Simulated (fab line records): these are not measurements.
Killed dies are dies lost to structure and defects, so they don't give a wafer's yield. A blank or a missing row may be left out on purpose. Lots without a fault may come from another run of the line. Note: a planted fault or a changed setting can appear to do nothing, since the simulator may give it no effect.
Which tool was responsible?	flow sky130	12 lots (36 wafers sampled), 1 step of a 708-step route

== WHAT EACH GAUGE READ, for each wafer ==
SKY_VIA4_OVL_MEAS_11.
lot	measured	on	VIA4_OVL (nm)
L228	day 43 01:43	overlay-01	0.3 -0.4 1.2
L229	day 43 10:28	overlay-02	0.5 0.4 3.0
L230	day 43 13:59	overlay-01	0.7 1.9 2.0
L231	day 43 16:01	overlay-01	-2.6 -2.1 -1.1
L232	day 43 22:27	overlay-02	1.7 -0.9 1.1
L233	day 44 06:26	overlay-01	0.1 1.6 0.9
L236	day 45 04:56	overlay-02	0.1 -1.8 -1.9
L238	day 45 14:53	overlay-01	-0.6 -1.7 -0.3
L242	day 46 11:32	overlay-01	0.7 0.4 1.7
L245	day 47 07:01	overlay-01	-1.2 -1.3 1.1
L247	day 47 19:56	overlay-01	1.5 2.1 3.2
L248	day 48 01:58	overlay-02	3.5 2.4 -0.8

== TOOL THAT RAN EACH LOT (tool first, then ch and the chambers of the sampled wafers, then the start) ==
Record: no process step prior to these readings.

== AS READ BY THE TOOLS THEMSELVES (means over the sampled wafers that have a number; for cases with no such wafer, the mark the record gives instead) ==
The record holds no such reading with a usual standard deviation.

== THE ANSWER, worked out from the rows above alone ==
Rule: the usual values come from the lots themselves. Put in order of their means at a reading, lots are off if they are a third of the lots or fewer, leave a main group of 4 or more, and stand apart from it by a gap of 3 or more times the standard deviation of the main group's means; of several such gaps the widest counts. The tables above print the reading to a certain number of digits; a main group whose means all agree to those digits is not used. A lot without any number at a reading at which 4 lots or more have one is off too. Where the step has rows for the other lots, those lots are counted as sound. The gauges are gone through in route order, then the tools' own readings, and for those a lot's mean is taken as printed above. The first step at which some lot is off is used, and at that step the reading that is off furthest; a lot without a number counts as furthest.
None of the lots is off at any reading shown; this tells nothing.

== WHAT WAS PUT IN BY THE SIMULATOR ==
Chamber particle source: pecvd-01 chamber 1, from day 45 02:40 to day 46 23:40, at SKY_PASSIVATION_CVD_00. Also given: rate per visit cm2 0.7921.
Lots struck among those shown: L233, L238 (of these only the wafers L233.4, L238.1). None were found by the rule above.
